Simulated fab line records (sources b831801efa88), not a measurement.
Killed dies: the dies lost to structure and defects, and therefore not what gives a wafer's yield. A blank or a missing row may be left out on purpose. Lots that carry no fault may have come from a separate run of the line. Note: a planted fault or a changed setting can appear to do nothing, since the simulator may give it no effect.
Code-filled problem report in 8D (eight disciplines) form / flow gf180mcu / the parts of the form that need people (team, actions taken, sign-off) are left out

== 1. WHAT IS WRONG ==
Mean MVSD_TW at GF_MVSD_TW_MEAS_11: 1699 over 6 wafers in 2 lots; fault-free wafers: 1582, standard deviation 11. That is +11 standard deviations from the usual mean.
Seen first at day 6 20:56 on film metro-03, wafer L653.2. Wafers with a number at this step in the record: 39, from 13 lots. By rule, "out" or "out of limits" means more than 4 standard deviations away from the usual mean. The rest of the wafers with a number are treated as sound.

== 2. WHAT IT IS, WHAT IT ISN'T ==
question=which readings at this step | is=MVSD_TW | is not=-
question=which lots | is=L653, L655 | is not=L643, L645, L646, L648, L649, L651, L654, L663, L664, L665, L666
question=which wafers of those lots | is=all that have a number | is not=-
question=read on which gauges | is=film metro-03 | is not=film metro-01, film metro-04
question=when | is=from day 6 20:56 | is not=up to then (18 sound wafers); but 15 sound wafers of L654, L663, L664, L665, L666 came after

== 3. SUSPECTS, AND WHAT RULES EACH OUT ==
Counting: a tool at a process step up to the reading stays a suspect if it ran every lot that is out and no sound lot after the first of them.
- the gauge at GF_MVSD_TW_MEAS_11 has been ruled out. All the wafers that are out were read on film metro-03, but those of them that GF_MVSD_IMPLANT_08 has rows for are out there too, on other tools.
- implanter-01 at GF_MVSD_IMPLANT_08: ruled out as a lasting fault. The sound lots L665, L666 went through it after L653, its earliest lot that is out (day 6 20:34).
Left after counting: nothing in the record.

== 4. THE CAUSE (what the simulator had put in) ==
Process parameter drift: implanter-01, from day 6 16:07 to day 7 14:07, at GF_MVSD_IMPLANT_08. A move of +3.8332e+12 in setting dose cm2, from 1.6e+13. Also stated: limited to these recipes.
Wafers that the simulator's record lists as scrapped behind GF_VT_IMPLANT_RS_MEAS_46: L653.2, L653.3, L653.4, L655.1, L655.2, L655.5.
Counting ruled it out, wrongly: the rule takes a fault to strike every lot that its tool runs from its start on, and this one did not.

== 5. THE CHAIN OF EFFECTS, in route order ==
Each row: a reading where the mean over the struck wafers with a number is more than 3 standard deviations away from the usual. Readings are gone through only where the record gives a usual standard deviation; hours: the median, over the lots, of the time from a lot's start at the first step in this table giving one to that lot's start at this step; sigmas: the change measured in usual standard deviations.
hours=0; step=GF_MVSD_IMPLANT_08; reading=dose ions cm2; usual=1.6002e+13; on struck wafers=1.9843e+13; change=+3.8413e+12; sigmas=+99 or more
hours=0; step=GF_MVSD_IMPLANT_08; reading=faraday current uA; usual=90.6; on struck wafers=113.1; change=+22.5; sigmas=+12
hours=0; step=GF_MVSD_TW_MEAS_11; reading=MVSD_TW; usual=1582; on struck wafers=1699; change=+117; sigmas=+11
hours=85; step=GF_VT_IMPLANT_RS_MEAS_46; reading=MVSD_RS; usual=457.2 ohm/sq; on struck wafers=409.2; change=-48.0; sigmas=-48
Process steps it contains:
- GF_MVSD_IMPLANT_08

== 6. WHAT WOULD HAVE CAUGHT IT SOONER ==
Counted from the fault's start at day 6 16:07, it took 5 hours until the first out-of-limits reading at a measuring or inspecting step in this record, taken at day 6 20:56.
Tool's own readings at GF_MVSD_IMPLANT_08, dose ions cm2, faraday current uA: out on all struck wafers the step has rows for; an alarm limit on them would have tripped on the first.
